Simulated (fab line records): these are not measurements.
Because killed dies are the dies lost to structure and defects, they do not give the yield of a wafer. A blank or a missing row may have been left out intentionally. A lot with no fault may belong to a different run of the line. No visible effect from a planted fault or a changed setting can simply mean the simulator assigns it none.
A struck lot beside a sound one    flow sky130    36 out of 708 route steps
Sound: these wafers, L449.2, L449.4, L449.5. Struck: wafers L458.3, L458.6. (L458.2 of the same lot was not struck and is left out.) The cause comes at the end.
Per side, at each step with rows, come the tool, then ch with its chambers, and then its first start. Under that, the readings that differ: sound wafers    struck wafers    difference of the means    sigmas: that difference in standard deviations of wafers without a fault.
alike: readings with means less than 2 such deviations apart, plus words and numbers identical on both sides. not compared: withheld readings, readings lacking a value on some wafer, bounds such as >300 that could conceal the same value, and numbers that have no deviation in the record and whose values overlap.
A row with sigmas, a row that says differs or no value, or rows on one side alone: a step with any of these is where the two part. When numbers do not overlap yet have no deviation, they are printed without sigmas and do not part them. Lack of a reading on every wafer of one side parts them only where that side has two or more wafers.

first, 10 steps without rows for these wafers: SKY_METAL4_HMDS_06 (prime time 60 s); SKY_METAL4_COAT_07 (resist thk 60 nm); SKY_METAL4_COAT_08 (resist thk 1140 nm); SKY_METAL4_SOFTBAKE_09 (time 90 s); SKY_METAL4_EXPOSE_10 (exposes mask MM4, target cd 300 nm); SKY_METAL4_PEB_11; SKY_METAL4_DEVELOP_12 (develop time 60 s); SKY_METAL4_DESCUM_15 (chemistry O2, time 8 s); SKY_METAL4_ETCH_16 (etches BARC in N2/H2, stops on SiO2, time 88.2 s, target depth 60 nm); SKY_METAL4_ETCH_17 (etches SiO2 in C4F8/O2/Ar, stops on TiN, time 3.9 s, target depth 15 nm).
SKY_METAL4_METAL_ETCH_18: etches the open film in Cl2/BCl3, stops on SiO2, target depth 845 nm, time 183.1 s.
  sound on rie_metal-01 ch 0, day 44 04:17; struck on rie_metal-03 ch 1, day 46 18:38
reading                      sound                 struck         difference  sigmas
drypump_motor_current_A (A)  5.4 5.4 5.5           6.3 6.4        +0.9        +2
throttle_valve_pct (%)       22.266 22.270 22.264  22.249 22.246  -0.019      -2
  alike: oes_product_au
  not compared: rf_hours_counter_h
then, 24 steps without rows for these wafers: SKY_METAL4_STRIP_19 (strips in O2/N2); SKY_METAL4_STRIP_20 (strips in post etch residue remover, time 1200 s); SKY_METAL4_CLEAN_21 (cleans in IPA, time 180 s); SKY_METAL4_CLEAN_22 (cleans in O3/DIW); SKY_VIA4_HDPCVD_00 (deposits SiO2, target thk 1750 nm, time 291.7 s); SKY_VIA4_CMP_02 (polishes SiO2); SKY_VIA4_DEHYDRATE_04 (time 60 s); SKY_VIA4_HMDS_05 (prime time 60 s); SKY_VIA4_COAT_06 (resist thk 1140 nm); SKY_VIA4_SOFTBAKE_07 (time 60 s); SKY_VIA4_EXPOSE_08 (exposes mask VIM4, target cd 800 nm); SKY_VIA4_PEB_09; SKY_VIA4_DEVELOP_10 (develop time 60 s); SKY_VIA4_ETCH_12 (etches SiO2 in C4F8/O2/Ar, stops on TiN, target depth 580 nm); SKY_VIA4_STRIP_13 (strips in O2/N2); SKY_VIA4_STRIP_14 (strips in post etch residue remover, time 1200 s); SKY_VIA4_CLEAN_15 (cleans in IPA, time 180 s); SKY_VIA4_CLEAN_16 (cleans in O3/DIW); SKY_VIA4_SPUTTER_17 (material TiN, target thk 20 nm, time 80 s); SKY_VIA4_CVD_18 (deposits W, target thk 505 nm, time 152.14 s); SKY_VIA4_CMP_21 (polishes, stops on SiO2, t overpolish 25 s, target thk 0 nm); SKY_METAL5_SPUTTER_00 (material Ti, target thk 15 nm, time 10 s); SKY_METAL5_SPUTTER_01 (material TiN, target thk 20 nm, time 17.17 s); SKY_METAL5_SPUTTER_02 (material AlCu, target thk 1150 nm, time 61.2 s).
-- the record jumps here: 3 days lie between the struck wafers' starts before and after (it left off in module METAL5 and takes up again in module PAD_OPEN, whose first step shown is number 708 of the route) --
SKY_PAD_OPEN_PROBE_99:
  struck on prober-01, day 50 01:46; sound on prober-01, day 47 22:05
reading                                sound               struck                                             difference                    sigmas
hold                                   - - -               await_dispo/3.8h/release await_dispo/3.8h/release  no value on the sound wafers  
defect_limited_yield (%)               81.9 82.3 82.7      69.9 76.8                                          -9.0                          -5
killed_at_M4_up                        2 3 3               52 44                                              +45                           +24
killed_dies                            89 87 85            148 114                                            +44                           +5
sort_bin_3_pad_short (%)               1.0 0.6 1.4         4.1 2.4                                            +2.2                          +5
sort_bin_5_function (%)                11.0 10.4 9.6       17.7 14.8                                          +5.9                          +4
sort_n_pass                            403 405 407         344 378                                            -44                           -5
sort_yield_pct (%)                     81.9 82.3 82.7      69.9 76.8                                          -9.0                          -5
model.etest.tester.sort_n_pass         403 405 407         344 378                                            -44                           
model.etest.tester.sort_yield_pct (%)  81.91 82.32 82.72   69.92 76.83                                        -8.94                         
model.etest.tester.sort_bin_5_pct (%)  10.98 10.37 9.553   17.68 14.84                                        +5.96                         
model.etest.tester.sort_bin_3_pct (%)  1.016 0.6098 1.423  4.065 2.439                                        +2.236                        
  alike: killed_at_M0_to_M3, killed_at_contacts, killed_at_front_end, killed_at_other, killed_open, killed_short, sort_bin_6_memory

WHERE THEY PART
First at SKY_METAL4_METAL_ETCH_18; last, within this record, at SKY_PAD_OPEN_PROBE_99.

WHY: whatever the simulator had introduced
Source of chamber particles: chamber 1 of rie_metal-03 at SKY_METAL4_METAL_ETCH_18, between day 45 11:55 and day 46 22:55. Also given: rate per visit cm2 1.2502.
